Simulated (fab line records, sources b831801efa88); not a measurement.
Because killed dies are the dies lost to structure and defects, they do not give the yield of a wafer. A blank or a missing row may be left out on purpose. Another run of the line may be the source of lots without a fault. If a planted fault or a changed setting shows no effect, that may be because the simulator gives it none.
fab line records	flow sky130
record lots=13	wafers=39	last-day=50
route steps=708 shown NWELL@79 VT_ADJUST_NCORE@127 GATE_OXIDE@200 RES_PROTECT@215 PAD_OPEN@708
lots that met no fault: from a run of the same line without faults
start-h: start of the lot's first displayed wafer, in hours after the record's first day	wait-h: how many hours have passed since the lot's step before this one	" the same as in the row above	L1.1+2: a row that stands for several wafers	- no value, or no start given	* or withheld: withheld	< > ~ a bound
route shown NAME@n: names a module that has steps shown in the file, with the first one's number in the route	usual: the fault-free wafers' mean and standard deviation	same: alike in all rows	chamber/n: place in a boat	sites: each site's reading	_std_site: standard deviation of those values	_edge_site: mean of outer sites minus mean of inner sites	radius-mm: for every site, how far away it sits from the centre of the wafer	mask NAME#n: copy n	behind: the last tool/chamber to shape the wafer	hold: why the lot was held/for how many hours/how that ended	device: the transistor (n, p or np) that didn't switch	end of line: the tests these same wafers got at the end of their route	for a step that has no rows: nothing shown but its recipe	killed: dies that structure and defects cost at the first sort, which is not the same as the wafer's yield	map: per-die view of a wafer (x killed, . not killed, _ where there is no die)
set.NAME: the setting the step ran with; set.NAME@STEP: the setting that earlier step ran with	model.NAME: the simulator's own value behind a step, which no gauge read
a sample of lots followed through the steps of the route, with each step as a table and each wafer as a row
services: a tool's chamber out of use, with start hour (start-h, from the record's first day; less than 0 if before it), hours out, and reason
## steps
# step SKY_NWELL_TW_MEAS_26
# usual NWELL_2_TW=492.4/3
lot.wafer	tool	chamber	start-h	wait-h	NWELL_2_TW
L514.1	film-metro-03	-	102.56	0.1	499.0
L514.4	"	-	"	"	496.1
L514.5	"	-	"	"	497.2
L515.2	film-metro-03	-	108.55	0.1	494.8
L515.3	"	-	"	"	495.8
L515.4	"	-	"	"	495.8
L517.4	film-metro-03	-	122.97	0.1	493.7
L517.5	"	-	"	"	492.2
L517.6	"	-	"	"	495.7
L519.1	film-metro-03	-	134.79	0.1	494.2
L519.3	"	-	"	"	495.9
L519.6	"	-	"	"	494.1
L520.1	film-metro-02	-	141.06	0.1	492.0
L520.4	"	-	"	"	490.0
L520.6	"	-	"	"	491.2
L521.2	film-metro-04	-	148.15	0.1	494.0
L521.5	"	-	"	"	493.2
L521.6	"	-	"	"	491.8
L522.1	film-metro-04	-	151.62	0.1	494.6
L522.3	"	-	"	"	491.8
L522.5	"	-	"	"	496.5
L523.2	film-metro-02	-	156.95	0.1	491.0
L523.3	"	-	"	"	488.6
L523.5	"	-	"	"	490.1
L525.1	film-metro-03	-	168.77	0.1	497.0
L525.4	"	-	"	"	494.7
L525.5	"	-	"	"	494.5
L531.1	film-metro-02	-	209.94	0.1	490.1
L531.5	"	-	"	"	488.3
L531.6	"	-	"	"	488.5
L534.1	film-metro-04	-	225.42	0.1	492.9
L534.3	"	-	"	"	492.2
L534.5	"	-	"	"	492.9
L535.2	film-metro-04	-	238.97	0.1	491.5
L535.5	"	-	"	"	490.2
L535.6	"	-	"	"	490.6
L536.2	film-metro-02	-	247.35	0.1	489.0
L536.3	"	-	"	"	488.3
L536.6	"	-	"	"	489.9
# step SKY_VT_ADJUST_NCORE_OVL_MEAS_08
# usual VT_ADJUST_NCORE_OVL=0.4/1.6
lot.wafer	tool	chamber	start-h	wait-h	VT_ADJUST_NCORE_OVL[nm]
L514.1	overlay-02	-	180.44	0.1	1.9
L514.4	"	-	"	"	-0.8
L514.5	"	-	"	"	0.9
L515.2	overlay-02	-	187.06	0.1	-1.0
L515.3	"	-	"	"	-1.7
L515.4	"	-	"	"	-1.2
L517.4	overlay-02	-	204.27	0.1	-0.2
L517.5	"	-	"	"	-2.1
L517.6	"	-	"	"	-0.6
L519.1	overlay-02	-	215.58	0.1	1.0
L519.3	"	-	"	"	-0.2
L519.6	"	-	"	"	0.9
L520.1	overlay-01	-	225.68	0.1	2.2
L520.4	"	-	"	"	3.2
L520.6	"	-	"	"	2.6
L521.2	overlay-02	-	232.30	0.1	1.7
L521.5	"	-	"	"	-0.5
L521.6	"	-	"	"	-1.0
L522.1	overlay-02	-	237.85	0.1	2.0
L522.3	"	-	"	"	0.4
L522.5	"	-	"	"	-0.7
L523.2	overlay-01	-	242.75	0.1	0.5
L523.3	"	-	"	"	-0.4
L523.5	"	-	"	"	-0.6
L525.1	overlay-02	-	259.54	0.1	0.1
L525.4	"	-	"	"	-0.6
L525.5	"	-	"	"	2.4
L531.1	overlay-01	-	308.55	0.1	2.8
L531.5	"	-	"	"	3.4
L531.6	"	-	"	"	3.9
L534.1	overlay-01	-	326.00	0.1	0.0
L534.3	"	-	"	"	4.2
L534.5	"	-	"	"	2.1
L535.2	overlay-01	-	341.78	0.1	0.1
L535.5	"	-	"	"	0.4
L535.6	"	-	"	"	2.4
L536.2	overlay-02	-	352.23	0.1	0.6
L536.3	"	-	"	"	2.1
L536.6	"	-	"	"	0.6
# step SKY_GATE_OXIDE_STRIP_13
# recipe chemistry=O2/N2	power-w=1400	pressure-mtorr=1500	platen-temp-c=withheld	o2-flow-sccm=3000	n2-flow-sccm=300	overash-fraction=0.5
# usual drypump-motor-current-A=6.0/0.48	oes-product-au=0.716/0.0047	strip-time-to-endpoint-s=14.18/0.04
# same overash-fraction=0.5
lot.wafer	tool	chamber	start-h	wait-h	drypump-motor-current-A	oes-product-au	rf-hours-counter-h	strip-time-to-endpoint-s
L514.1	plasma-asher-02	0	305.51	0.0	5.3	0.711	63	14.16
L514.4	"	1	"	"	5.7	0.716	-	14.15
L514.5	"	1	"	"	5.7	0.718	-	14.17
L515.2	plasma-asher-02	0	315.92	0.0	5.3	0.716	64	14.10
L515.3	"	1	"	"	5.7	0.718	-	14.15
L515.4	"	0	"	"	5.3	0.722	-	14.15
L517.4	plasma-asher-01	1	338.09	0.0	6.5	0.709	-	14.23
L517.5	"	1	"	"	6.6	0.713	-	14.20
L517.6	"	0	"	"	6.5	0.714	-	14.23
L519.1	plasma-asher-03	1	350.22	0.0	5.8	0.722	65	14.21
L519.3	"	1	"	"	5.7	0.722	-	14.20
L519.6	"	0	"	"	5.6	0.710	-	14.21
L520.1	plasma-asher-02	0	365.05	0.0	5.4	0.713	68	14.14
L520.4	"	1	"	"	5.7	0.706	-	14.11
L520.6	"	1	"	"	5.7	0.724	-	14.17
L521.2	plasma-asher-01	0	372.70	0.0	6.5	0.723	54	14.20
L521.5	"	1	"	"	6.6	0.716	-	14.25
L521.6	"	0	"	"	6.5	0.711	-	14.19
L522.1	plasma-asher-02	0	382.92	0.0	5.3	0.925	70	-
L522.3	"	1	"	"	5.7	0.942	-	-
L522.5	"	1	"	"	5.7	0.916	-	-
L523.2	plasma-asher-03	0	384.61	0.0	5.6	0.720	68	14.16
L523.3	"	0	"	"	5.6	0.717	-	14.19
L523.5	"	0	"	"	5.6	0.716	-	14.20
L525.1	plasma-asher-01	1	403.10	0.0	6.5	0.716	57	14.14
L525.4	"	0	"	"	6.5	0.713	-	14.14
L525.5	"	0	"	"	6.5	0.720	-	14.16
L531.1	plasma-asher-03	1	459.71	0.0	5.7	0.721	2	14.27
L531.5	"	1	"	"	5.8	0.710	-	14.22
L531.6	"	0	"	"	5.6	0.723	-	14.22
L534.1	plasma-asher-01	0	490.79	0.0	6.5	0.719	67	14.14
L534.3	"	0	"	"	6.5	0.716	-	14.10
L534.5	"	0	"	"	6.4	0.711	-	14.16
L535.2	plasma-asher-03	0	496.04	0.0	5.6	0.712	6	14.10
L535.5	"	1	"	"	5.7	0.720	-	14.11
L535.6	"	0	"	"	5.6	0.716	-	14.10
L536.2	plasma-asher-02	0	508.36	0.0	5.3	0.711	82	14.12
L536.3	"	1	"	"	5.7	0.713	-	14.16
L536.6	"	1	"	"	5.7	0.719	-	14.15
# step SKY_RES_PROTECT_TW_MEAS_08
# usual POLY_GATE_TW=4039/41
lot.wafer	tool	chamber	start-h	wait-h	POLY_GATE_TW
L514.1	film-metro-02	-	334.07	0.1	4007
L514.4	"	-	"	"	4003
L514.5	"	-	"	"	4012
L515.2	film-metro-02	-	349.38	0.1	3942
L515.3	"	-	"	"	3945
L515.4	"	-	"	"	3953
L517.4	film-metro-03	-	370.35	0.1	4047
L517.5	"	-	"	"	4038
L517.6	"	-	"	"	4045
L519.1	film-metro-01	-	382.67	0.1	4108
L519.3	"	-	"	"	4104
L519.6	"	-	"	"	4077
L520.1	film-metro-01	-	398.42	0.1	4063
L520.4	"	-	"	"	4063
L520.6	"	-	"	"	4089
L521.2	film-metro-01	-	404.72	0.1	4093
L521.5	"	-	"	"	4101
L521.6	"	-	"	"	4089
L523.2	film-metro-03	-	416.93	0.1	4083
L523.3	"	-	"	"	4069
L523.5	"	-	"	"	4071
L525.1	film-metro-03	-	437.76	0.1	4002
L525.4	"	-	"	"	4026
L525.5	"	-	"	"	4016
L531.1	film-metro-03	-	495.36	0.1	4058
L531.5	"	-	"	"	4051
L531.6	"	-	"	"	4074
L534.1	film-metro-03	-	524.91	0.1	4035
L534.3	"	-	"	"	4032
L534.5	"	-	"	"	4021
L535.2	film-metro-03	-	530.72	0.1	4046
L535.5	"	-	"	"	4060
L535.6	"	-	"	"	4036
L536.2	film-metro-02	-	541.18	0.1	3985
L536.3	"	-	"	"	3980
L536.6	"	-	"	"	3987
# step SKY_PAD_OPEN_PROBE_99
# usual killed_at_M0_to_M3=45/6.8	killed_at_M4_up=3.2/1.6	killed-at-contacts=24/5.1	killed-at-front-end=14/4.4	killed-at-other=0.4/0.65	killed-dies=87/8.8	killed-on-rim=17/3.6	killed-open=47/7.2	killed-short=39/6.1
# same gross-dies=492	killed-at-back-side=0
lot.wafer	tool	chamber	start-h	wait-h	killed_at_M0_to_M3	killed_at_M4_up	killed-at-contacts	killed-at-front-end	killed-at-other	killed-dies	killed-on-rim	killed-open	killed-short
L521.2	prober-01	-	1120.45	0.1	38	2	20	19	0	79	21	38	41
L521.5	prober-01	-	1120.60	0.2	52	2	20	7	1	82	20	52	28
L521.6	prober-01	-	1120.65	0.2	48	3	22	18	0	91	12	45	46
L522.1	prober-02	-	1123.74	0.1	44	1	14	433	0	492	96	45	33
L522.3	prober-02	-	1123.84	0.2	25	6	24	437	0	492	96	31	34
L522.5	prober-02	-	1123.94	0.2	38	5	28	421	0	492	96	43	43
# killed by level:class
L521.2 METAL1:geometric-particle:short=9 CONTACT:geometric-particle:open=8 FIELD_ISO:geometric-particle:short=5 FIELD_ISO:geometric-particle:open=5 LI_CONTACT:geometric-particle:open=5 VIA1:geometric-particle:open=5 VIA2:geometric-particle:short=5 VIA3:geometric-particle:open=5
L521.5 VIA1:geometric-particle:open=17 LI_CONTACT:geometric-particle:open=8 VIA3:geometric-particle:open=8 METAL1:geometric-particle:short=7 CONTACT:geometric-particle:open=6 VIA2:geometric-particle:open=6 POLY_GATE:geometric-particle:short=3 CONTACT:geometric-particle:short=3
L521.6 VIA1:geometric-particle:open=12 FIELD_ISO:geometric-particle:short=8 VIA1:geometric-particle:short=8 CONTACT:geometric-particle:short=7 METAL2:geometric-particle:short=7 LI_CONTACT:geometric-particle:open=6 CONTACT:geometric-particle:open=6 METAL1:geometric-particle:short=5
L522.1 GATE_OXIDE:area-oxidation=414 VIA1:geometric-particle:open=11 POLY_GATE:geometric-particle:open=7 METAL2:geometric-particle:short=7 VIA2:geometric-particle:open=7 VIA3:geometric-particle:open=5 POLY_GATE:geometric-particle:short=4 LI_CONTACT:geometric-particle:open=4
L522.3 GATE_OXIDE:area-oxidation=426 CONTACT:geometric-particle:open=8 LI_CONTACT:geometric-particle:open=6 METAL2:geometric-particle:short=6 VIA1:geometric-particle:open=5 LOCAL_INTERCONNECT:geometric-particle:short=4 CONTACT:geometric-particle:short=4 METAL4:geometric-particle:short=4
L522.5 GATE_OXIDE:area-oxidation=406 CONTACT:geometric-particle:short=9 CONTACT:geometric-particle:open=8 VIA1:geometric-particle:open=7 LI_CONTACT:geometric-particle:open=6 VIA3:geometric-particle:open=6 FIELD_ISO:geometric-particle:short=4 METAL3:geometric-particle:open=4
## services
tool	chamber	start-h	hours	kind
plasma-asher-01	-	314.88	2.8	pm
plasma-asher-02	-	353.59	1.3	repair
plasma-asher-01	-	368.60	2.8	repair
plasma-asher-03	-	421.25	9.0	pm
plasma-asher-03	0	421.25	19.1	vent-cycle
plasma-asher-03	1	421.25	19.1	vent-cycle
plasma-asher-03	-	428.92	11.5	repair
plasma-asher-03	0	430.25	-	clean
plasma-asher-03	1	430.25	-	clean
plasma-asher-03	-	431.45	0.9	repair
plasma-asher-02	-	437.72	0.9	repair
plasma-asher-03	-	440.38	4.0	pm
plasma-asher-02	-	457.52	7.5	repair
## key
first-sign step=SKY_GATE_OXIDE_STRIP_13	reading=oes-product-au	direction=up	sigmas=45	usual=0.716	struck=0.928
effect step=SKY_PAD_OPEN_PROBE_99	reading=killed-at-front-end	direction=up	sigmas=94	usual=14	struck=430
more-kills-born-at SKY_GATE_OXIDE_OXIDATION_16@furnace-01=1246
met-at SKY_GATE_OXIDE_STRIP_13
struck-lots L522
later-rows-left-out L522.1,L522.3,L522.5
tester-left-out L522
not-acting-at SKY_NWELL_TW_MEAS_26,SKY_VT_ADJUST_NCORE_OVL_MEAS_08,SKY_RES_PROTECT_TW_MEAS_08
onset-between 365.05 382.92
fault kind=strip-aborted	tool=plasma-asher-02	chamber=-	onset-h=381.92	steps=SKY_GATE_OXIDE_STRIP_13	offset=0.69732	end-h=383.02
# tester-left-out: of these lots the tester's yield and bins aren't shown, on N5 and GAA mostly nor the transistor test; their killed dies are dies lost to structure and defects alone, not to doping, threshold or leakage, so they don't give the yield
# later-rows-left-out: the simulator's readings of these wafers behind a module that went badly wrong aren't trusted and aren't shown, but for the sort
